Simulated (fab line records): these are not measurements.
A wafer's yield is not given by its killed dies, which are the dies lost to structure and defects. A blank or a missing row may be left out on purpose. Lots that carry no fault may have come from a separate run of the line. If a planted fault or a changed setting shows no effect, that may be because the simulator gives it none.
Matching of chambers :: flow sky130 :: rie diel-01 running SKY_VIA1_ETCH_15: 4 sister chambers
The step etches SiO2 in C4F8/O2/Ar, stops on TiN, target depth 351 nm, time 54 s. 14 wafers are shown with their chamber, then 7 later ones without.

== EACH WAFER AND ITS CHAMBER ==
wafer: L074.1
chamber: 3
oes product au (a.u.): 0.978

wafer: L074.4
chamber: 0
oes product au (a.u.): 0.979

wafer: L074.6
chamber: 3
oes product au (a.u.): 0.984

wafer: L076.1
chamber: 3
oes product au (a.u.): 0.980

wafer: L076.2
chamber: 0
oes product au (a.u.): 0.989

wafer: L076.4
chamber: 1
oes product au (a.u.): 0.982

wafer: L080.3
chamber: 2
oes product au (a.u.): 0.972

wafer: L080.4
chamber: 0
oes product au (a.u.): 0.987

wafer: L080.5
chamber: 3
oes product au (a.u.): 0.972

wafer: L085.1
chamber: 1
oes product au (a.u.): 0.980

wafer: L085.2
chamber: 3
oes product au (a.u.): 0.983

wafer: L085.3
chamber: 2
oes product au (a.u.): 0.971

wafer: L087.4
chamber: 1
oes product au (a.u.): 0.980

wafer: L087.5
chamber: 0
oes product au (a.u.): 0.988

SIGNATURES (means of the wafers above)
reading: oes product au
chamber 0: 0.98575
chamber 1: 0.98067
chamber 2: 0.97150
chamber 3: 0.97940
scatter within a chamber: 0.00396
Rule: for a wafer and a chamber, the distance is found by dividing, reading by reading, the gap between the wafer's reading and the chamber's mean by the reading's scatter, squaring, summing and taking the root. The wafer belongs to the nearest chamber; if the next one is less than 2 further off, it can't be placed. The scatter: the root of (the sum of the squares of (reading less its chamber's mean) over the shown wafers, divided by (wafers less chambers)).

== WAFERS WITH NO CHAMBER GIVEN ==
wafer: L087.6
oes product au (a.u.): 0.986

wafer: L095.2
oes product au (a.u.): 0.980

wafer: L095.3
oes product au (a.u.): 0.982

wafer: L095.4
oes product au (a.u.): 0.972

wafer: L096.1
oes product au (a.u.): 0.974

wafer: L096.5
oes product au (a.u.): 0.975

wafer: L096.6
oes product au (a.u.): 0.969

== THE CHAMBER EACH PASSED THROUGH ==
wafer: L087.6
from the rows above: can't be placed: 0 or 1 or 3
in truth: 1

wafer: L095.2
from the rows above: can't be placed: 3 or 1 or 0 or 2
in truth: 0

wafer: L095.3
from the rows above: can't be placed: 1 or 3 or 0
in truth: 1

wafer: L095.4
from the rows above: can't be placed: 2 or 3
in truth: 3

wafer: L096.1
from the rows above: can't be placed: 2 or 3 or 1
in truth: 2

wafer: L096.5
from the rows above: can't be placed: 2 or 3 or 1 or 0
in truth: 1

wafer: L096.6
from the rows above: can't be placed: 2 or 3
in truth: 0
Correct placement for 0 of the 7. Unplaceable from these rows: 7, with the true chamber sitting among the candidates in 6. Number placed wrongly: 0.
